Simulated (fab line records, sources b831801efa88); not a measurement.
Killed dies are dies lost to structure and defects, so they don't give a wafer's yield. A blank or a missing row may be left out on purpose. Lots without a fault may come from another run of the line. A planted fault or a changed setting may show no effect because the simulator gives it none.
Which tool did it? | flow sky130 | 7 lots, 21 wafers sampled, at 5 steps of a route of 708

WHAT THE GAUGES READ, wafer by wafer
SKY_PAD_OPEN_BOW_MEAS_13.
lot  | measured     | on            | PAD_OPEN_BOW (um)
L192 | day 45 15:44 | film_metro-02 | 50 49 49
L194 | day 46 10:52 | film_metro-04 | 43 47 31
L205 | day 49 03:55 | film_metro-02 | 54 58 57
L207 | day 49 19:01 | film_metro-02 | 49 44 45
L209 | day 50 00:24 | film_metro-04 | 53 43 34
L212 | day 50 14:01 | film_metro-02 | 44 48 42
L214 | day 51 00:34 | film_metro-04 | 47 51 33

WHICH TOOL RAN EACH LOT (tool, then ch and the chambers of the sampled wafers, then the start)
lot  | SKY_METAL4_DESCUM_15              | SKY_METAL4_ETCH_17                 | SKY_PASSIVATION_STRIP_12             | SKY_PAD_OPEN_STRIP_08
L192 | rie_metal-02 ch 0,1, day 41 17:19 | rie_diel-01 ch 0,2,3, day 41 17:26 | plasma_asher-04 ch 0,1, day 44 15:57 | plasma_asher-02 ch 0,1, day 45 13:38
L194 | rie_metal-03 ch 0,1, day 42 11:46 | rie_diel-04 ch 0,1,2, day 42 11:53 | plasma_asher-02 ch 0,1, day 45 11:53 | plasma_asher-01 ch 0,1, day 46 08:44
L205 | rie_metal-01 ch 0,1, day 45 15:59 | rie_diel-04 ch 0,1,2, day 45 16:07 | plasma_asher-04 ch 0,1, day 48 07:40 | plasma_asher-04 ch 0,1, day 49 01:49
L207 | rie_metal-01 ch 0,1, day 46 08:26 | rie_diel-04 ch 2,3, day 46 08:37   | plasma_asher-02 ch 0, day 48 23:34   | plasma_asher-04 ch 0,1, day 49 16:53
L209 | rie_metal-01 ch 0,1, day 46 15:25 | rie_diel-04 ch 2,3, day 46 15:32   | plasma_asher-02 ch 0,1, day 49 05:03 | plasma_asher-01 ch 0,1, day 49 22:18
L212 | rie_metal-02 ch 1, day 47 06:40   | rie_diel-04 ch 0,1, day 47 06:48   | plasma_asher-04 ch 0,1, day 49 18:02 | plasma_asher-01 ch 0,1, day 50 10:58
L214 | rie_metal-02 ch 1, day 47 21:50   | rie_diel-02 ch 1,2,3, day 47 21:58 | plasma_asher-02 ch 0,1, day 50 07:17 | plasma_asher-02 ch 1, day 50 22:26
- SKY_METAL4_DESCUM_15: chemistry O2, time 8 s.
- SKY_METAL4_ETCH_17: etches SiO2 in C4F8/O2/Ar, stops on TiN, time 3.9 s, target depth 15 nm.
- SKY_PASSIVATION_STRIP_12: strips in O2/N2.
- SKY_PAD_OPEN_STRIP_08: strips in O2/N2.

THE ANSWER, worked out from the rows above alone
Rule: what is usual is taken from the lots themselves. Put in order of their means at a reading, lots are off if they are a third of the lots or fewer, leave a main group of 4 or more, and stand apart from it by a gap of 3 or more times the standard deviation of the main group's means; of several such gaps the widest counts. A main group whose means are all the same, to the digits that the tables above print for the reading, isn't used. A lot without any number at a reading at which 4 lots or more have one is off too. The other lots that the step has rows for count as sound.
No lot is off at any reading shown: from this, nothing can be told.

WHAT THE SIMULATOR HAD PUT IN
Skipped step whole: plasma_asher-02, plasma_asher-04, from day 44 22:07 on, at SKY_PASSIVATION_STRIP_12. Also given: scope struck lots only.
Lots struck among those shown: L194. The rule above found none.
